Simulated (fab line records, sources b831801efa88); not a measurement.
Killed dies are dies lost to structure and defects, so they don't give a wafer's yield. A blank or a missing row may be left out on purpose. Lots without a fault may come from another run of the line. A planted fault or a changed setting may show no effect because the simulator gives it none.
Chamber matching | flow gf180mcu | GF_STI_ETCH_13 on rie_diel-04: 4 sister chambers
The step etches the open film in CHF3/O2, stops on Si, target depth 282.31 nm, time 112.9 s. 20 wafers are shown with their chamber, then 10 later ones without.

WAFERS WITH THEIR CHAMBER
wafer  | chamber | drypump_motor_current_A (A) | oes_product_au (a.u.) | throttle_valve_pct (%)
L079.1 | 2       | 6.6                         | 0.825                 | 8.797
L079.3 | 0       | 4.9                         | 0.826                 | 8.806
L079.6 | 2       | 6.6                         | 0.828                 | 8.809
L082.1 | 3       | 6.4                         | 0.833                 | 8.807
L082.2 | 1       | 5.2                         | 0.824                 | 8.813
L082.5 | 1       | 5.3                         | 0.825                 | 8.823
L083.3 | 2       | 6.6                         | 0.837                 | 8.809
L083.4 | 1       | 5.3                         | 0.838                 | 8.806
L083.5 | 0       | 4.9                         | 0.825                 | 8.797
L085.2 | 0       | 4.9                         | 0.822                 | 8.786
L085.5 | 0       | 4.9                         | 0.826                 | 8.817
L085.6 | 3       | 6.4                         | 0.826                 | 8.826
L086.3 | 0       | 4.9                         | 0.834                 | 8.823
L086.4 | 2       | 6.6                         | 0.833                 | 8.811
L086.5 | 3       | 6.4                         | 0.834                 | 8.802
L087.1 | 2       | 6.6                         | 0.830                 | 8.818
L087.2 | 1       | 5.2                         | 0.834                 | 8.797
L087.3 | 3       | 6.4                         | 0.830                 | 8.822
L087.4 | 0       | 4.9                         | 0.831                 | 8.815
L087.5 | 0       | 4.9                         | 0.826                 | 8.821

SIGNATURES (means of the wafers above)
reading                 | chamber 0 | chamber 1 | chamber 2 | chamber 3 | scatter within a chamber
drypump_motor_current_A | 4.900     | 5.250     | 6.600     | 6.400     | 0.025
oes_product_au          | 0.82714   | 0.83025   | 0.83060   | 0.83075   | 0.00475
throttle_valve_pct      | 8.80929   | 8.80975   | 8.80880   | 8.81425   | 0.0115
Rule: a wafer's distance from a chamber is the root of the sum, over the readings, of the square of ((its reading less the chamber's mean) divided by the reading's scatter). The wafer belongs to the nearest chamber; if the next one is less than 2 further off, it can't be placed. The scatter: the root of (the sum of the squares of (reading less its chamber's mean) over the shown wafers, divided by (wafers less chambers)).

WAFERS WITHOUT THEIR CHAMBER
wafer  | drypump_motor_current_A (A) | oes_product_au (a.u.) | throttle_valve_pct (%)
L087.6 | 5.2                         | 0.831                 | 8.799
L088.2 | 6.6                         | 0.841                 | 8.800
L088.3 | 4.9                         | 0.829                 | 8.828
L088.5 | 5.2                         | 0.845                 | 8.821
L089.1 | 5.3                         | 0.819                 | 8.811
L089.2 | 6.4                         | 0.823                 | 8.817
L089.4 | 6.6                         | 0.829                 | 8.807
L091.1 | 6.6                         | 0.829                 | 8.825
L091.4 | 4.9                         | 0.838                 | 8.803
L091.6 | 4.9                         | 0.836                 | 8.805

WHICH CHAMBER EACH WENT THROUGH
wafer  | from the rows above | in truth
L087.6 | 1                   | 1
L088.2 | 2                   | 2
L088.3 | 0                   | 0
L088.5 | 1                   | 1
L089.1 | 1                   | 1
L089.2 | 3                   | 3
L089.4 | 2                   | 2
L091.1 | 2                   | 2
L091.4 | 0                   | 0
L091.6 | 0                   | 0
Placed correctly: 10 of 10. Can't be placed from these rows: 0. Placed wrongly: 0.
